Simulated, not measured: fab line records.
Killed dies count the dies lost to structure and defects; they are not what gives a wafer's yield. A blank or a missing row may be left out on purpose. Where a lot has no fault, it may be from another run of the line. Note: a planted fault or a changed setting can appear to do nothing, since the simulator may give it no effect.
Struck lot and sound lot, side by side ; flow sky130 ; 44 steps out of a route of 708
Sound: wafers L184.1, L184.4, L184.6. Wafers struck: L200.1, L200.3, L200.6. Last of all comes the cause.
For every step that has rows: the tool of each side, followed by ch and its chambers, followed by its first start. Under that, the readings that differ: sound wafers ; struck wafers ; difference of the means ; sigmas: that difference in standard deviations of wafers without a fault.
alike: a reading whose means differ by less than 2 such deviations, as well as words and numbers matching on both sides. not compared: withheld readings; readings where some wafer has no value; bounds like >300 that might hide an equal value; numbers whose values overlap and for which the record gives no deviation.
A row with sigmas, a row that says differs or no value, or rows on one side alone: a step with any of these is where the two part. When numbers do not overlap yet have no deviation, they are printed without sigmas and do not part them. A reading missing from all wafers of one side parts the sides only when that side holds two or more wafers.

first, 4 steps without rows for these wafers: SKY_VIA1_STRIP_17 (strips in post etch residue remover, time 1200 s); SKY_VIA1_CLEAN_18 (cleans in IPA, time 180 s); SKY_VIA1_CLEAN_19 (cleans in O3/DIW); SKY_VIA1_SPUTTER_20 (material TiN, target thk 20 nm, time 80 s).
SKY_VIA1_CVD_21: deposits W, target thk 270 nm, time 80.902 s.
  sound on cvd_w-01 ch 1, day 36 06:02; struck on cvd_w-02 ch 0,1, day 40 15:50
  alike: heater_power_w
SKY_VIA1_RS_MEAS_22: measures by four-point-probe.
  sound on film_metro-01, day 36 06:07; struck on film_metro-02, day 40 15:55
  alike: VIA1_W_RS
SKY_VIA1_THK_MEAS_23: measures by xrf.
  sound on film_metro-01, day 36 06:14; struck on film_metro-02, day 40 16:02
  alike: VIA1_W_THK
SKY_VIA1_CMP_24: polishes, stops on SiO2, t overpolish 15 s, target thk 0 nm.
  sound on cmp-02 ch 0,1,3, day 36 06:24; struck on cmp-01 ch 1,2,3, day 40 16:09
  alike: motor_current_A, overpolish_run_s, time_to_endpoint_s
SKY_METAL2_SPUTTER_00: material Ti, target thk 15 nm, time 10 s.
  sound on pvd_sputter-01, day 36 06:36; struck on pvd_sputter-03, day 40 16:24
reading;sound;struck;difference;sigmas
throttle_valve_pct (%);30.5 28.1 30.1;31.3 31.9 31.7;+2.1;+2
SKY_METAL2_SPUTTER_01: material TiN, target thk 20 nm, time 16.7 s.
  sound on pvd_sputter-01, day 36 06:37; struck on pvd_sputter-03, day 40 16:25
reading;sound;struck;difference;sigmas
throttle_valve_pct (%);30.4 28.0 30.0;31.2 31.7 31.7;+2.1;+2
then, 2 steps without rows for these wafers: SKY_METAL2_SPUTTER_02 (material AlCu, target thk 250 nm, time 13.3 s); SKY_METAL2_SPUTTER_03 (material Ti, target thk 5 nm, time 3.3 s).
SKY_METAL2_SPUTTER_04: material TiN, target thk 70 nm, time 58.3 s.
  sound on pvd_sputter-01, day 36 06:41; struck on pvd_sputter-03, day 40 16:29
reading;sound;struck;difference;sigmas
throttle_valve_pct (%);30.3 28.0 30.0;30.9 31.7 31.5;+1.9;+2
model.TiN_of_METAL2_SPUTTER_04.thk_nm (nm);69.77 70.15 70.26;77.6 78.61 77.95;+8.0;
SKY_METAL2_RS_MEAS_05: measures by four-point-probe.
  sound on film_metro-01, day 36 06:44; struck on film_metro-03, day 40 16:32
  alike: METAL2_ALCU_RS
SKY_METAL2_THK_MEAS_06: measures by xrf.
  sound on film_metro-01, day 36 06:52; struck on film_metro-03, day 40 16:40
  alike: METAL2_ALCU_THK
then, 8 steps without rows for these wafers: SKY_METAL2_DEHYDRATE_07 (time 60 s); SKY_METAL2_HMDS_08 (prime time 60 s); SKY_METAL2_COAT_09 (resist thk 60 nm); SKY_METAL2_COAT_10 (resist thk 450 nm); SKY_METAL2_SOFTBAKE_11 (time 90 s); SKY_METAL2_EXPOSE_12 (exposes mask MM2, target cd 140 nm); SKY_METAL2_PEB_13; SKY_METAL2_DEVELOP_14 (develop time 58.7 s).
SKY_METAL2_CD_MEAS_15 targets a cd of 140 nm.
  sound on cd_sem-02, day 37 08:40; struck on cd_sem-02, day 41 18:31
  alike: cd_nm
SKY_METAL2_OVL_MEAS_16:
  sound on overlay-01, day 37 08:47; struck on overlay-02, day 41 18:38
  alike: METAL2_OVL
then, 8 steps without rows for these wafers: SKY_METAL2_DESCUM_17 (chemistry O2, time 8 s); SKY_METAL2_ETCH_18 (etches BARC in N2/H2, stops on SiO2, time 45.9 s, target depth 60 nm); SKY_METAL2_METAL_ETCH_19 (etches the open film in Cl2/BCl3, stops on SiO2, target depth 360 nm, time 78 s); SKY_METAL2_STRIP_20 (strips in O2/N2); SKY_METAL2_STRIP_21 (strips in post etch residue remover, time 1200 s); SKY_METAL2_CLEAN_22 (cleans in IPA, time 180 s); SKY_METAL2_CLEAN_23 (cleans in O3/DIW); SKY_VIA2_HDPCVD_00 (deposits SiO2, target thk 1180 nm, time 196.7 s).
SKY_VIA2_THK_MEAS_01:
  sound on film_metro-04, day 37 09:43; struck on film_metro-02, day 41 19:35
  alike: VIA2_HDPCVD_THK
SKY_VIA2_CMP_02: polishes SiO2.
  sound on cmp-01 ch 1,2, day 37 09:47; struck on cmp-02 ch 0,1, day 41 19:55
  alike: motor_current_A
SKY_VIA2_BOW_MEAS_03:
  sound on film_metro-03, day 37 10:05; struck on film_metro-02, day 41 20:13
  alike: VIA2_BOW
then, 6 steps without rows for these wafers: SKY_VIA2_DEHYDRATE_04 (time 60 s); SKY_VIA2_HMDS_05 (prime time 60 s); SKY_VIA2_COAT_06 (resist thk 60 nm); SKY_VIA2_COAT_07 (resist thk 450 nm); SKY_VIA2_SOFTBAKE_08 (time 90 s); SKY_VIA2_EXPOSE_09 (exposes mask VIM2, target cd 200 nm).
SKY_VIA2_ETCH_15: etches SiO2 in C4F8/O2/Ar, stops on TiN, target depth 546 nm, time 84 s.
  sound on rie_diel-01 ch 0,3, day 38 11:25; struck on rie_diel-01 ch 0,1,2, day 42 20:37
reading;sound;struck;difference;sigmas
model.TiN_of_METAL2_SPUTTER_04.thk_nm (nm);69.15 69.53 69.64;76.98 77.99 77.33;+7.99;
  alike: bias_w, oes_product_au
  not compared: rf_hours_counter_h
-- the record jumps here: 8 days lie between the struck wafers' starts before and after (it left off in module VIA2 and takes up again in module PAD_OPEN, whose first step shown is number 708 of the route) --
SKY_PAD_OPEN_PROBE_99:
  only the struck wafers here have rows in the record (prober-01, day 50 17:12); the sound ones have none

## WHERE THEY PART
At SKY_METAL2_SPUTTER_00 first; at SKY_PAD_OPEN_PROBE_99 last (within this record only).

WHY: the cause the simulator had injected
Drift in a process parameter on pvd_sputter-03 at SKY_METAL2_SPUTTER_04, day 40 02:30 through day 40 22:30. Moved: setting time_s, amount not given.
